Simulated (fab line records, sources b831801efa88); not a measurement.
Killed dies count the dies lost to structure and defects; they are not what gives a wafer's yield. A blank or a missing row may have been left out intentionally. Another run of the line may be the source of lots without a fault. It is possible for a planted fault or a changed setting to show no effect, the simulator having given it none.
A lot that was struck, set against a sound lot | flow sky130 | 16 out of 708 route steps
Sound: wafers L264.1, L264.2, L264.4. Wafers struck: L267.1, L267.3, L267.5. The cause comes at the end.
Order at every step that has rows: each side's tool, ch and its chambers, its first start. Under that, the readings that differ: sound wafers | struck wafers | difference of the means | sigmas: that difference in standard deviations of wafers without a fault.
alike: words and numbers the same on both sides, and readings whose means are apart by under 2 such deviations; not compared: readings that were withheld, readings missing a value for some wafer, numbers with overlapping values and no deviation given by the record, and bounds like >300 which may hide the same value.
A row with sigmas, a row that says differs or no value, or rows on one side alone: a step with any of these is where the two part. Non-overlapping numbers with no deviation appear without sigmas and do not part them. Lack of a reading on every wafer of one side parts them only where that side has two or more wafers.

SKY_SPACER_THK_MEAS_01:
  sound: film_metro-02 at day 23 17:37; struck: film_metro-03 at day 24 12:04
  alike: SPACER_CVD_00_THK
SKY_SPACER_ETCHBACK_02: etches Si3N4 in CH3F/O2, stops on SiO2, time 46.7 s, target depth 45 nm.
  sound on rie_diel-01 ch 0,2,3, day 23 17:40; struck on rie_diel-01 ch 0,1,3, day 24 12:07
  alike: drypump_motor_current_A, oes_product_au, throttle_valve_pct
  not compared: rf_hours_counter_h
then, 8 steps without rows for these wafers: SKY_POLY_CUT_DEHYDRATE_00 (time 60 s); SKY_POLY_CUT_HMDS_01 (prime time 60 s); SKY_POLY_CUT_COAT_02 (resist thk 60 nm); SKY_POLY_CUT_COAT_03 (resist thk 450 nm); SKY_POLY_CUT_SOFTBAKE_04 (time 90 s); SKY_POLY_CUT_EXPOSE_05 (exposes mask NPCM, target cd 270 nm); SKY_POLY_CUT_PEB_06; SKY_POLY_CUT_DEVELOP_07 (develop time 60 s).
SKY_POLY_CUT_CD_MEAS_08: target cd 270 nm.
  sound: cd_sem-02 at day 24 23:17; struck: cd_sem-02 at day 25 18:08
  alike: cd_nm
SKY_POLY_CUT_OVL_MEAS_09:
  sound: overlay-01 at day 24 23:25; struck: overlay-01 at day 25 18:16
  alike: POLY_CUT_OVL
SKY_POLY_CUT_ETCH_10: etches BARC in N2/H2, stops on SiO2, time 45.9 s, target depth 60 nm.
  sound on rie_diel-02 ch 1,2,3, day 24 23:27; struck on rie_diel-04 ch 2,3, day 25 18:18
  no value came back on the struck wafers for any of 6 readings (bias_w (W), chamber_pressure_mTorr (mTorr) and others); on the sound wafers bias_w (W) reads 100.0 99.7 99.9
  reading                                         | sound             | struck            | difference | sigmas
  model.KrF-thick_of_POLY_CUT_COAT_03.thk_nm (nm) | 405.5 406.4 407.7 | 435.4 435.3 434.8 | +28.6      |
SKY_POLY_CUT_ETCH_11: etches Si3N4 in CF4/CH2F2/Ar, stops on poly-Si, time 42.5 s, target depth 60 nm.
  sound on rie_diel-02 ch 1,2,3, day 24 23:29; struck on rie_diel-04 ch 2,3, day 25 18:20
  reading                | sound                | struck               | difference | sigmas
  oes_product_au (a.u.)  | 0.837 0.835 0.830    | 0.379 0.376 0.373    | -0.458     | -74
  throttle_valve_pct (%) | 15.008 15.002 15.010 | 14.953 14.948 14.959 | -0.053     | -6
  alike: bias_w, cf4_flow_sccm, ch2f2_flow_sccm, drypump_motor_current_A
  not compared: rf_hours_counter_h
SKY_POLY_CUT_STRIP_12: strips in O2/N2.
  sound on plasma_asher-02 ch 0,1, day 24 23:32; struck on plasma_asher-01 ch 0, day 25 18:23
  reading                      | sound             | struck            | difference | sigmas
  oes_product_au (a.u.)        | 0.450 0.448 0.452 | 0.468 0.466 0.469 | +0.018     | +4
  strip_time_to_endpoint_s (s) | 5.335 5.348 5.361 | 5.628 5.612 5.622 | +0.273     | +16
  alike: drypump_motor_current_A
  not compared: rf_hours_counter_h
-- a jump in the record: the struck wafers' starts before and after are 21 days apart (it breaks off in module POLY_CUT and resumes in module PAD_OPEN, where the first step shown is number 708 of the route) --
SKY_PAD_OPEN_PROBE_99:
  record: rows for the struck wafers here (prober-02, day 46 20:52), none for the sound ones

== WHERE THEY PART ==
Earliest at SKY_POLY_CUT_ETCH_10; latest, in this record, at SKY_PAD_OPEN_PROBE_99.

WHY: whatever the simulator had introduced
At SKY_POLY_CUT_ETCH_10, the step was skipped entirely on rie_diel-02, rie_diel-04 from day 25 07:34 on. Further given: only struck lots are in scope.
